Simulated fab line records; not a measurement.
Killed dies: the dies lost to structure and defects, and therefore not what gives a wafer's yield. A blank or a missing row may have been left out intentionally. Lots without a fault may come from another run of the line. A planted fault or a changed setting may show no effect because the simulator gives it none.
fab line records | flow gf180mcu | part 1 of 2: steps 1 to 32 of 41
record: lots: 5 wafers: 15 lastDay: 34
route steps=602 shown VT_IMPLANT@134 MVSD@136 NWELL@137 LVPWELL@138 MVPSD@139 DUAL_GATE@141 POLY_GATE@157
lots that met no fault: from a run of the same line without faults
startH: hours from the record's first day to the start of the lot's first wafer shown | waitH: hours from the lot's prior step to this one | " the same as in the row above | L1.1+2: one row covering several wafers at once | - either no value or no given start | * or withheld: withheld | < > ~ a bound
route shown NAME@n: a module of which the file shows steps, and the number in the route of the first | usual: the fault-free wafers' mean and standard deviation | same: alike in all rows | chamber/n: place in a boat | sites: the reading at each site | _std_site: the values' standard deviation | _edge_site: mean of outer sites minus mean of inner sites | radiusMm: how far each site lies from the wafer's centre | mask NAME#n: copy n | behind: the last tool/chamber to shape the wafer | hold: cause of the lot's hold/its duration in hours/its outcome | device: transistor that didn't switch, given as n, p or np | end of line: tests run on the same wafers once the route is complete | a step with no rows: only its recipe | killed: dies lost to structure and defects at the first sort, not the wafer's yield | map: a wafer's dies, x killed, . not, _ none there
set.NAME: the setting that was run; set.NAME@STEP: the one run at that earlier step | model.NAME: the simulator's own value behind a step, which no gauge read
certain route steps with their lots: each step a table, each wafer a row
services: when a tool's chamber went out of use (startH, in hours from the record's first day, below 0 if earlier), for how many hours, and the reason
== steps ==
step: GF_VT_IMPLANT_CLEAN_44
recipe: chemistry: SC1/SC2 mix: 1:4:20 tempC: 70 timeS: 150 dry: n2Spin
columns lot.wafer tool chamber startH waitH
L080.1+5+6 wetBench-03 3 194.66 0.1
L085.1+2+6 wetBench-04 2 235.26 0.1
L094.3+4+6 wetBench-02 3 293.47 0.0
L095.2+3+6 wetBench-04 2 301.61 0.0
L097.1+3+6 wetBench-02 0 316.89 0.1
step: GF_VT_IMPLANT_RTA_45
recipe: tempC: 1050 timeS: 30 ambient: N2
usual: annealTempCMax: 1054.4/1.4 lampPowerPct: 35.6/0.39 wafer_temp_C_max: 1054.3/0.8
columns lot.wafer tool chamber startH waitH annealTempCMax lampPowerPct wafer_temp_C_max
L080.1 rtpAnneal-02 0 194.71 0.0 1052.5 36.0 1055.4
L080.5 " 0 " " 1053.5 36.0 1054.2
L080.6 " 0 " " 1052.9 36.0 1054.7
L085.1 rtpAnneal-02 0 235.31 0.0 1052.9 36.0 1053.7
L085.2 " 0 " " 1052.8 36.0 1054.7
L085.6 " 0 " " 1052.4 36.0 1054.9
L094.3 rtpAnneal-01 0 293.55 0.0 1054.3 35.2 1053.9
L094.4 " 0 " " 1056.2 35.2 1054.9
L094.6 " 0 " " 1055.8 35.2 1053.4
L095.2 rtpAnneal-02 0 301.67 0.0 1053.7 36.0 1053.4
L095.3 " 0 " " 1052.3 36.0 1054.2
L095.6 " 0 " " 1053.6 36.1 1053.9
L097.1 rtpAnneal-01 0 316.94 0.0 1056.6 35.2 1053.6
L097.3 " 0 " " 1054.8 35.2 1054.2
L097.6 " 0 " " 1056.1 35.3 1056.1
step: GF_VT_IMPLANT_RS_MEAS_46
recipe: thkMeasGauge: four-point-probe
usual: MVSD_RS: 457.2/1.2
columns lot.wafer tool chamber startH waitH MVSD_RS[ohm/sq]
L080.1 filmMetro-04 - 194.81 0.1 459.1
L080.5 " - " " 457.3
L080.6 " - " " 458.7
L085.1 filmMetro-01 - 235.41 0.1 458.9
L085.2 " - " " 459.3
L085.6 " - " " 459.0
L094.3 filmMetro-01 - 293.66 0.1 458.0
L094.4 " - " " 459.2
L094.6 " - " " 458.5
L095.2 filmMetro-01 - 301.78 0.1 457.4
L095.3 " - " " 455.5
L095.6 " - " " 455.3
L097.1 filmMetro-01 - 317.04 0.1 457.1
L097.3 " - " " 456.8
L097.6 " - " " 456.7
step: GF_VT_IMPLANT_RS_MEAS_47
recipe: thkMeasGauge: four-point-probe
usual: NWELL_RS: 488.1/1.4
columns lot.wafer tool chamber startH waitH NWELL_RS[ohm/sq]
L080.1 filmMetro-04 - 194.93 0.1 487.6
L080.5 " - " " 487.9
L080.6 " - " " 487.6
L085.1 filmMetro-01 - 235.53 0.1 488.1
L085.2 " - " " 487.2
L085.6 " - " " 488.1
L094.3 filmMetro-01 - 293.78 0.1 487.6
L094.4 " - " " 487.4
L094.6 " - " " 488.6
L095.2 filmMetro-01 - 301.90 0.1 491.1
L095.3 " - " " 491.3
L095.6 " - " " 490.3
L097.1 filmMetro-01 - 317.16 0.1 490.2
L097.3 " - " " 490.0
L097.6 " - " " 488.3
step: GF_VT_IMPLANT_RS_MEAS_48
recipe: thkMeasGauge: four-point-probe
usual: LVPWELL_RS: 1198.2/2.8
columns lot.wafer tool chamber startH waitH LVPWELL_RS[ohm/sq]
L080.1 filmMetro-04 - 195.05 0.1 1196.9
L080.5 " - " " 1196.7
L080.6 " - " " 1194.8
L085.1 filmMetro-01 - 235.65 0.1 1199.3
L085.2 " - " " 1196.2
L085.6 " - " " 1196.1
L094.3 filmMetro-01 - 293.90 0.1 1202.3
L094.4 " - " " 1201.7
L094.6 " - " " 1205.3
L095.2 filmMetro-01 - 302.02 0.1 1194.9
L095.3 " - " " 1197.0
L095.6 " - " " 1199.2
L097.1 filmMetro-01 - 317.28 0.1 1205.2
L097.3 " - " " 1198.2
L097.6 " - " " 1202.9
step: GF_VT_IMPLANT_RS_MEAS_49
recipe: thkMeasGauge: four-point-probe
usual: MVPSD_RS: 1169.9/2.8
columns lot.wafer tool chamber startH waitH MVPSD_RS[ohm/sq]
L080.1 filmMetro-04 - 195.17 0.1 1171.9
L080.5 " - " " 1172.0
L080.6 " - " " 1169.4
L085.1 filmMetro-01 - 235.77 0.1 1172.9
L085.2 " - " " 1168.5
L085.6 " - " " 1169.4
L094.3 filmMetro-01 - 294.02 0.1 1175.4
L094.4 " - " " 1172.3
L094.6 " - " " 1175.4
L095.2 filmMetro-01 - 302.14 0.1 1172.1
L095.3 " - " " 1170.9
L095.6 " - " " 1170.6
L097.1 filmMetro-01 - 317.40 0.1 1171.9
L097.3 " - " " 1175.4
L097.6 " - " " 1174.6
step: GF_VT_IMPLANT_WET_ETCH_50
recipe: chemistry: dHF targetDepthNm: 20 target: SiO2 tempC: 25 dilution: 100:1 timeS: 400
columns lot.wafer tool chamber startH waitH
L080.1+5+6 wetBench-03 0 195.29 0.1
L085.1+2+6 wetBench-03 1 235.89 0.1
L094.3+4+6 wetBench-02 0 294.10 0.1
L095.2+3+6 wetBench-02 2 302.24 0.1
L097.1+3+6 wetBench-03 2 317.52 0.1
step: GF_DUAL_GATE_CLEAN_00
recipe: chemistry: SC1/SC2 mix: 1:4:20 tempC: 70 timeS: 150
columns lot.wafer tool chamber startH waitH
L080.1+5+6 wetBench-02 2 195.42 0.0
L085.1+2+6 wetBench-02 0 236.01 0.0
L094.3+4+6 wetBench-03 1 294.22 0.0
L095.2+3+6 wetBench-03 1 302.36 0.0
L097.1+3+6 wetBench-04 1 317.64 0.0
step: GF_DUAL_GATE_CLEAN_01
recipe: chemistry: dHF timeS: 20 dilution: 100:1 dry: ipaMarangoni
columns lot.wafer tool chamber startH waitH
L080.1+5+6 wetBench-04 1 195.47 0.0
L085.1+2+6 wetBench-03 3 236.06 0.0
L094.3+4+6 wetBench-02 3 294.27 0.0
L095.2+3+6 wetBench-04 0 302.41 0.0
L097.1+3+6 wetBench-02 2 317.69 0.0
step: GF_DUAL_GATE_OXIDATION_02
recipe: tempC: 900 ambient: O2 stabiliseS: 600 purgeS: 300 targetThkA: 108.87 oxTimeS: 1602
usual: spikeTcTopC: 912.5/2
same: stabiliseS: 600
columns lot.wafer tool chamber startH waitH spikeTcTopC
L080.1 furnace-01 0 195.86 0.4 915.8
L080.5 " 0 " " 914.9
L080.6 " 0 " " 913.6
L085.1 furnace-01 0 237.26 1.2 914.1
L085.2 " 0 " " 912.9
L085.6 " 0 " " 915.2
L094.3 furnace-02 0 294.28 0.0 912.1
L094.4 " 0 " " 912.7
L094.6 " 0 " " 910.4
L095.2 furnace-02 0 302.42 0.0 910.4
L095.3 " 0 " " 910.5
L095.6 " 0 " " 912.1
L097.1 furnace-01 0 318.76 1.1 912.1
L097.3 " 0 " " 916.3
L097.6 " 0 " " 914.2
step: GF_DUAL_GATE_THK_MEAS_03
recipe: reads: SiO2_of_DUAL_GATE_OXIDATION_02
usual: DUAL_GATE_OXIDATION_00_THK: 10.98/0.2
columns lot.wafer tool chamber startH waitH DUAL_GATE_OXIDATION_00_THK[nm]
L080.1 filmMetro-03 - 197.30 0.0 10.99
L080.5 " - " " 11.03
L080.6 " - " " 10.92
L085.1 filmMetro-01 - 238.74 0.0 10.94
L085.2 " - " " 11.01
L085.6 " - " " 11.06
L094.3 filmMetro-01 - 295.75 0.0 10.60
L094.4 " - " " 10.93
L094.6 " - " " 10.97
L095.2 filmMetro-01 - 303.88 0.0 11.29
L095.3 " - " " 11.41
L095.6 " - " " 11.39
L097.1 filmMetro-01 - 320.20 0.0 10.73
L097.3 " - " " 10.96
L097.6 " - " " 10.99
step: GF_DUAL_GATE_DEHYDRATE_04
recipe: tempC: 200 timeS: 60
columns lot.wafer tool chamber startH waitH
L080.1+5+6 lithoTrack-01 0 205.29 8.0
L085.1+2+6 lithoTrack-03 0 247.01 8.3
L094.3+4+6 lithoTrack-03 0 305.36 9.6
L095.2+3+6 lithoTrack-01 0 313.96 10.1
L097.1+3+6 lithoTrack-02 0 329.67 9.5
step: GF_DUAL_GATE_HMDS_05
recipe: primeTimeS: 60 primeTempC: 120
columns lot.wafer tool chamber startH waitH
L080.1+5+6 lithoTrack-01 0 205.44 0.1
L085.1+2+6 lithoTrack-03 0 247.16 0.1
L094.3+4+6 lithoTrack-03 0 305.51 0.1
L095.2+3+6 lithoTrack-01 0 314.11 0.1
L097.1+3+6 lithoTrack-02 0 329.82 0.1
step: GF_DUAL_GATE_COAT_06
recipe: resist: NOVOLAK spinRpm: 3000 resistThkNm: 1000
columns lot.wafer tool chamber startH waitH
L080.1+5+6 lithoTrack-01 0 205.59 0.1
L085.1+2+6 lithoTrack-03 0 247.31 0.1
L094.3+4+6 lithoTrack-03 0 305.66 0.1
L095.2+3+6 lithoTrack-01 0 314.26 0.1
L097.1+3+6 lithoTrack-02 0 329.97 0.1
step: GF_DUAL_GATE_SOFTBAKE_07
recipe: tempC: 90 timeS: 60 resist: NOVOLAK
columns lot.wafer tool chamber startH waitH
L080.1+5+6 lithoTrack-01 0 205.74 0.1
L085.1+2+6 lithoTrack-03 0 247.46 0.1
L094.3+4+6 lithoTrack-03 0 305.81 0.1
L095.2+3+6 lithoTrack-01 0 314.41 0.1
L097.1+3+6 lithoTrack-02 0 330.12 0.1
step: GF_DUAL_GATE_EXPOSE_08
recipe: maskId: Dualgate targetCdNm: 700 na: 0.6 sourceShape: conventional sigmaOuter: 0.6 doseMj: 140
usual: focusOffsetNm: 0.1/0.54 reticleTempC: 23.02/0.1 stageVelMmS: 500.01/0.27
columns lot.wafer tool chamber startH waitH mask focusOffsetNm reticleTempC stageVelMmS
L080.1 ilineStepper-02 0 - - Dualgate#0 0.4 23.01 499.83
L080.5 " 0 " " Dualgate#0 -0.9 22.95 499.91
L080.6 " 0 " " Dualgate#0 0.5 22.96 499.78
L085.1 ilineStepper-02 0 - - Dualgate#0 0.6 23.02 500.36
L085.2 " 0 " " Dualgate#0 0.7 23.01 500.27
L085.6 " 0 " " Dualgate#0 0.6 22.89 500.30
L094.3 ilineStepper-02 0 - - Dualgate#0 -0.2 22.84 500.01
L094.4 " 0 " " Dualgate#0 0.4 22.85 500.19
L094.6 " 0 " " Dualgate#0 0.1 22.96 500.15
L095.2 ilineStepper-01 0 - - Dualgate#0 -0.1 22.98 500.48
L095.3 " 0 " " Dualgate#0 0.2 22.98 500.02
L095.6 " 0 " " Dualgate#0 0.6 23.13 500.49
L097.1 ilineStepper-02 0 - - Dualgate#0 -0.3 22.88 500.11
L097.3 " 0 " " Dualgate#0 -0.2 22.81 499.98
L097.6 " 0 " " Dualgate#0 0.0 22.91 500.51
step: GF_DUAL_GATE_PEB_09
recipe: tempC: withheld timeS: * resist: NOVOLAK
columns lot.wafer tool chamber startH waitH
L080.1+5+6 lithoTrack-02 0 - -
L085.1+2+6 lithoTrack-03 0 - -
L094.3+4+6 lithoTrack-01 0 - -
L095.2+3+6 lithoTrack-02 0 - -
L097.1+3+6 lithoTrack-03 0 - -
step: GF_DUAL_GATE_DEVELOP_10
recipe: developTimeS: 60 devTempC: 23
columns lot.wafer tool chamber startH waitH
L080.1+5+6 lithoTrack-02 0 214.32 0.1
L085.1+2+6 lithoTrack-03 0 256.96 0.1
L094.3+4+6 lithoTrack-01 0 315.99 0.1
L095.2+3+6 lithoTrack-02 0 325.20 0.1
L097.1+3+6 lithoTrack-03 0 340.51 0.1
step: GF_DUAL_GATE_OVL_MEAS_11
usual: DUAL_GATE_OVL: -0.3/1.2
columns lot.wafer tool chamber startH waitH DUAL_GATE_OVL[nm]
L080.1 overlay-01 - 214.47 0.1 -0.1
L080.5 " - " " 0.1
L080.6 " - " " 1.2
L085.1 overlay-02 - 257.11 0.1 0.2
L085.2 " - " " 2.3
L085.6 " - " " 3.0
L094.3 overlay-01 - 316.10 0.1 -2.1
L094.4 " - " " -0.4
L094.6 " - " " -1.7
L095.2 overlay-01 - 325.33 0.1 -1.0
L095.3 " - " " -1.8
L095.6 " - " " -1.0
L097.1 overlay-01 - 340.66 0.1 -0.8
L097.3 " - " " 0.2
L097.6 " - " " -0.6
step: GF_DUAL_GATE_WET_ETCH_12
recipe: chemistry: dHF targetDepthNm: 13 dry: n2Spin target: SiO2 tempC: 25 dilution: 100:1 timeS: 260
columns lot.wafer tool chamber startH waitH
L080.1+5+6 wetBench-02 1 214.51 0.0
L085.1+2+6 wetBench-03 3 257.15 0.0
L094.3+4+6 wetBench-03 0 316.12 0.0
L095.2+3+6 wetBench-04 1 325.36 0.0
L097.1+3+6 wetBench-04 3 340.70 0.0
step: GF_DUAL_GATE_STRIP_13
recipe: chemistry: O2/N2 powerW: 1400 pressureMtorr: 1500 platenTempC: 250 o2FlowSccm: 3000 n2FlowSccm: 300 overashFraction: 0.5
usual: drypumpMotorCurrentA: 6.16/0.28 heaterPowerW: 337/29 oesProductAu: 0.716/0.0043 stripTimeToEndpointS: 12.62/0.041
columns lot.wafer tool chamber startH waitH drypumpMotorCurrentA heaterPowerW oesProductAu rfHoursCounterH stripTimeToEndpointS
L080.1 plasmaAsher-04 0 214.60 0.0 6.02 301 0.718 11 12.73
L080.5 " 1 " " 6.48 333 0.715 - 12.70
L080.6 " 0 " " 6.03 293 0.713 - 12.68
L085.1 plasmaAsher-02 1 257.23 0.0 6.20 333 0.715 62 12.65
L085.2 " 0 " " 6.39 341 0.708 62 12.67
L085.6 " 1 " " 6.19 335 0.720 - 12.68
L094.3 plasmaAsher-03 1 316.24 0.0 5.88 397 0.719 - 12.63
L094.4 " 0 " " 5.44 371 0.717 - 12.61
L094.6 " 0 " " 5.42 380 0.717 - 12.65
L095.2 plasmaAsher-04 0 325.44 0.0 6.04 297 0.718 24 12.56
L095.3 " 0 " " 6.05 294 0.720 - 12.62
L095.6 " 0 " " 6.02 297 0.709 - 12.54
L097.1 plasmaAsher-04 0 340.87 0.0 6.08 301 0.709 25 12.64
L097.3 " 0 " " 6.05 297 0.719 - 12.64
L097.6 " 1 " " 6.40 346 0.717 - 12.64
step: GF_DUAL_GATE_CLEAN_14
recipe: chemistry: SC1/SC2 mix: 1:4:20 tempC: 70 timeS: 150 dry: n2Spin
columns lot.wafer tool chamber startH waitH
L080.1+5+6 wetBench-03 3 214.70 0.1
L085.1+2+6 wetBench-02 1 257.33 0.1
L094.3+4+6 wetBench-02 2 316.30 0.0
L095.2+3+6 wetBench-04 0 325.54 0.1
L097.1+3+6 wetBench-04 3 340.97 0.1
step: GF_DUAL_GATE_OXIDATION_15
recipe: tempC: 850 ambient: O2 stabiliseS: 600 purgeS: 300 targetThkA: 70.98 oxTimeS: 1995
usual: spikeTcTopC: 863.9/2
same: stabiliseS: 600
columns lot.wafer tool chamber startH waitH spikeTcTopC
L080.1 furnace-02 0 214.75 0.0 863.6
L080.5 " 0 " " 863.2
L080.6 " 0 " " 862.6
L085.1 furnace-01 0 257.81 0.4 865.4
L085.2 " 0 " " 865.2
L085.6 " 0 " " 864.9
L094.3 furnace-01 0 317.21 0.9 866.8
L094.4 " 0 " " 866.3
L094.6 " 0 " " 864.4
L095.2 furnace-01 0 325.59 0.0 865.1
L095.3 " 0 " " 865.4
L095.6 " 0 " " 865.3
L097.1 furnace-02 0 341.53 0.4 860.2
L097.3 " 0 " " 861.9
L097.6 " 0 " " 862.4
step: GF_POLY_GATE_CVD_00
recipe: material: poly-Si targetThkNm: 200 tempC: 620 timeS: 1200 pressureMtorr: 200
usual: spikeTcTopC: 637/4.6
columns lot.wafer tool chamber startH waitH spikeTcTopC
L080.1 lpcvd-01 1 216.30 0.0 631
L080.5 " 1 " " 629
L080.6 " 1 " " 630
L085.1 lpcvd-01 0 259.37 0.0 636
L085.2 " 0 " " 637
L085.6 " 0 " " 637
L094.3 lpcvd-01 0 319.25 0.5 639
L094.4 " 0 " " 637
L094.6 " 0 " " 637
L095.2 lpcvd-02 0 327.14 0.0 638
L095.3 " 0 " " 639
L095.6 " 0 " " 639
L097.1 lpcvd-01 0 343.08 0.0 638
L097.3 " 0 " " 638
L097.6 " 0 " " 639
step: GF_POLY_GATE_THK_MEAS_01
recipe: reads: poly-Si_of_POLY_GATE_CVD_00
usual: POLY_GATE_CVD_00_THK: 200.6/1.9
columns lot.wafer tool chamber startH waitH POLY_GATE_CVD_00_THK[nm]
L080.1 filmMetro-03 - 217.63 0.0 201.2
L080.5 " - " " 204.0
L080.6 " - " " 202.7
L085.1 filmMetro-03 - 260.70 0.0 199.2
L085.2 " - " " 199.6
L085.6 " - " " 200.1
L094.3 filmMetro-03 - 320.61 0.0 198.7
L094.4 " - " " 199.0
L094.6 " - " " 199.6
L095.2 filmMetro-02 - 328.48 0.0 202.1
L095.3 " - " " 200.9
L095.6 " - " " 201.8
L097.1 filmMetro-04 - 344.42 0.0 200.3
L097.3 " - " " 201.7
L097.6 " - " " 200.2
step: GF_POLY_GATE_DEHYDRATE_02
recipe: tempC: 200 timeS: 60
columns lot.wafer tool chamber startH waitH
L080.1+5+6 lithoTrack-01 0 226.39 8.7
L085.1+2+6 lithoTrack-03 0 269.61 8.9
L094.3+4+6 lithoTrack-01 0 330.34 9.7
L095.2+3+6 lithoTrack-01 0 338.91 10.4
L097.1+3+6 lithoTrack-03 0 353.86 9.4
step: GF_POLY_GATE_HMDS_03
recipe: primeTimeS: 60 primeTempC: 120
columns lot.wafer tool chamber startH waitH
L080.1+5+6 lithoTrack-01 0 226.54 0.1
L085.1+2+6 lithoTrack-03 0 269.76 0.1
L094.3+4+6 lithoTrack-01 0 330.49 0.1
L095.2+3+6 lithoTrack-01 0 339.06 0.1
L097.1+3+6 lithoTrack-03 0 354.01 0.1
step: GF_POLY_GATE_COAT_04
recipe: resist: BARC tempC: withheld timeS: withheld spinRpm: withheld resistThkNm: withheld
columns lot.wafer tool chamber startH waitH
L080.1+5+6 lithoTrack-01 0 226.69 0.1
L085.1+2+6 lithoTrack-03 0 269.91 0.1
L094.3+4+6 lithoTrack-01 0 330.64 0.1
L095.2+3+6 lithoTrack-01 0 339.21 0.1
L097.1+3+6 lithoTrack-03 0 354.16 0.1
step: GF_POLY_GATE_COAT_05
recipe: resist: KrF spinRpm: withheld resistThkNm: 700
columns lot.wafer tool chamber startH waitH
L080.1+5+6 lithoTrack-01 0 - -
L085.1+2+6 lithoTrack-03 0 - -
L094.3+4+6 lithoTrack-01 0 - -
L095.2+3+6 lithoTrack-01 0 - -
L097.1+3+6 lithoTrack-03 0 - -
step: GF_POLY_GATE_SOFTBAKE_06
recipe: tempC: 130 timeS: 60 resist: KrF
columns lot.wafer tool chamber startH waitH
L080.1+5+6 lithoTrack-01 0 - -
L085.1+2+6 lithoTrack-03 0 - -
L094.3+4+6 lithoTrack-01 0 - -
L095.2+3+6 lithoTrack-01 0 - -
L097.1+3+6 lithoTrack-03 0 - -
step: GF_POLY_GATE_EXPOSE_07
recipe: maskId: Poly2 targetCdNm: 280 na: 0.68 sourceShape: conventional sigmaOuter: 0.6 doseMj: 28
usual: focusOffsetNm: 0.0/0.5 reticleTempC: 22.97/0.11 stageVelMmS: 500.02/0.23
columns lot.wafer tool chamber startH waitH mask focusOffsetNm reticleTempC stageVelMmS
L080.1 krfScanner-01 0 - - Poly2#0 -0.3 23.04 500.13
L080.5 " 0 " " Poly2#0 0.5 22.99 499.93
L080.6 " 0 " " Poly2#0 0.4 22.88 500.22
L085.1 krfScanner-01 0 - - Poly2#0 -0.2 22.93 500.27
L085.2 " 0 " " Poly2#0 -0.2 22.79 500.02
L085.6 " 0 " " Poly2#0 -0.2 22.78 500.18
L094.3 krfScanner-02 0 - - Poly2#0 -0.4 22.90 499.91
L094.4 " 0 " " Poly2#0 0.7 22.86 500.02
L094.6 " 0 " " Poly2#0 -0.5 23.04 499.60
L095.2 krfScanner-02 0 - - Poly2#0 0.0 22.97 499.76
L095.3 " 0 " " Poly2#0 0.0 22.98 499.57
L095.6 " 0 " " Poly2#0 -0.5 23.04 499.75
L097.1 krfScanner-02 0 - - Poly2#0 -0.5 23.03 499.54
L097.3 " 0 " " Poly2#0 0.6 22.85 499.58
L097.6 " 0 " " Poly2#0 -0.6 23.02 499.74
step: GF_POLY_GATE_PEB_08
recipe: pebTempC: 135 pebTimeS: 90 resist: KrF
columns lot.wafer tool chamber startH waitH
L080.1+5+6 lithoTrack-01 0 - -
L085.1+2+6 lithoTrack-01 0 - -
L094.3+4+6 lithoTrack-04 0 - -
L095.2+3+6 lithoTrack-01 0 - -
L097.1+3+6 lithoTrack-04 0 - -
